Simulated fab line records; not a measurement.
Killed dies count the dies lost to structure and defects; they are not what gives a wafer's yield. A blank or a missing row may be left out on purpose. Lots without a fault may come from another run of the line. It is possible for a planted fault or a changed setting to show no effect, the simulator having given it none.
Comparing a struck lot with a sound one    flow sky130    15 out of 708 route steps
Sound: the wafers L648.2, L648.3, L648.6. The struck wafers were L640.2, L640.3, L640.6. The cause comes at the end.
At each step with rows: each side's tool, then ch and its chambers, then its first start. Under that, the readings that differ: sound wafers    struck wafers    difference of the means    sigmas: that difference in standard deviations of wafers without a fault.
alike: readings with means less than 2 such deviations apart, plus words and numbers identical on both sides. not compared: withheld readings, readings lacking a value on some wafer, bounds such as >300 that could conceal the same value, and numbers that have no deviation in the record and whose values overlap.
The two part at a step that has a row with sigmas, a row that says differs or no value, or rows on one side only. Numbers that don't overlap but have no deviation are shown without sigmas and don't part them. A reading missing from all wafers of one side parts the sides only when that side holds two or more wafers.

SKY_SONOS_ONO_THK_MEAS_05:
  sound on film_metro-01 at day 16 20:57; struck on film_metro-02 at day 14 05:16
  alike: SONOS_ONO_CVD_04_THK
then, 7 steps without rows for these wafers: SKY_SONOS_ONO_DEHYDRATE_06 (time 60 s); SKY_SONOS_ONO_HMDS_07 (prime time 60 s); SKY_SONOS_ONO_COAT_08 (resist thk 1140 nm); SKY_SONOS_ONO_SOFTBAKE_09 (time 60 s); SKY_SONOS_ONO_EXPOSE_10 (exposes mask ONOM, target cd 410 nm); SKY_SONOS_ONO_PEB_11; SKY_SONOS_ONO_DEVELOP_12 (develop time 60 s).
SKY_SONOS_ONO_CD_MEAS_13 targets a cd of 410 nm.
  sound on cd_sem-02 at day 18 01:58; struck on cd_sem-02 at day 15 07:23
  alike: cd_nm
SKY_SONOS_ONO_OVL_MEAS_14:
  sound on overlay-01 at day 18 02:04; struck on overlay-01 at day 15 07:29
  alike: SONOS_ONO_OVL
SKY_SONOS_ONO_ETCH_15: etches the open film in CHF3/O2, target depth 19.52 nm, time 7.8 s.
  sound on rie_diel-03 ch 0,2, day 18 02:06; struck on rie_diel-03 ch 0,3, day 15 07:31
  alike: bias_w, drypump_motor_current_A, oes_product_au, rf_fwd_power_W, throttle_valve_pct
  not compared: rf_hours_counter_h
then, 1 step without rows for these wafers: SKY_SONOS_ONO_WET_ETCH_16 (etches SiO2 in dHF, target depth 14 nm, time 280 s).
SKY_SONOS_ONO_STRIP_17: strips in O2/N2.
  sound on plasma_asher-01 ch 0,1, day 18 02:13; struck on plasma_asher-03 ch 0, day 15 07:38
  no value came back on the struck wafers for any of 5 readings (chamber_pressure_mTorr (mTorr), drypump_motor_current_A (A) and others); on the sound wafers chamber_pressure_mTorr (mTorr) reads 1499.3 1501.7 1501.3
reading                                         sound  struck          difference  sigmas
model.NOVOLAK_of_SONOS_ONO_COAT_08.thk_nm (nm)  0 0 0  1123 1128 1123  +1125       
  not compared: rf_hours_counter_h
then, 1 step without rows for these wafers: SKY_SONOS_ONO_WET_ETCH_18 (etches Si3N4 in H3PO4, target depth 15 nm, time 172 s).
-- the record jumps here: 32 days lie between the struck wafers' starts before and after (it left off in module SONOS_ONO and takes up again in module PAD_OPEN, whose first step shown is number 708 of the route) --
SKY_PAD_OPEN_PROBE_99:
  sound on prober-01 at day 50 10:17; struck on prober-02 at day 47 13:29
reading              sound      struck       difference  sigmas
killed_at_front_end  14 17 19   433 419 413  +405        +83
killed_dies          77 98 104  492 492 492  +399        +41
killed_on_rim        16 17 22   96 96 96     +78         +21
  alike: killed_at_M0_to_M3, killed_at_M4_up, killed_at_contacts, killed_at_other, killed_open, killed_short

WHERE THEY PART
Last at SKY_PAD_OPEN_PROBE_99 as far as this record goes, first at SKY_SONOS_ONO_STRIP_17.

WHY: the cause the simulator had injected
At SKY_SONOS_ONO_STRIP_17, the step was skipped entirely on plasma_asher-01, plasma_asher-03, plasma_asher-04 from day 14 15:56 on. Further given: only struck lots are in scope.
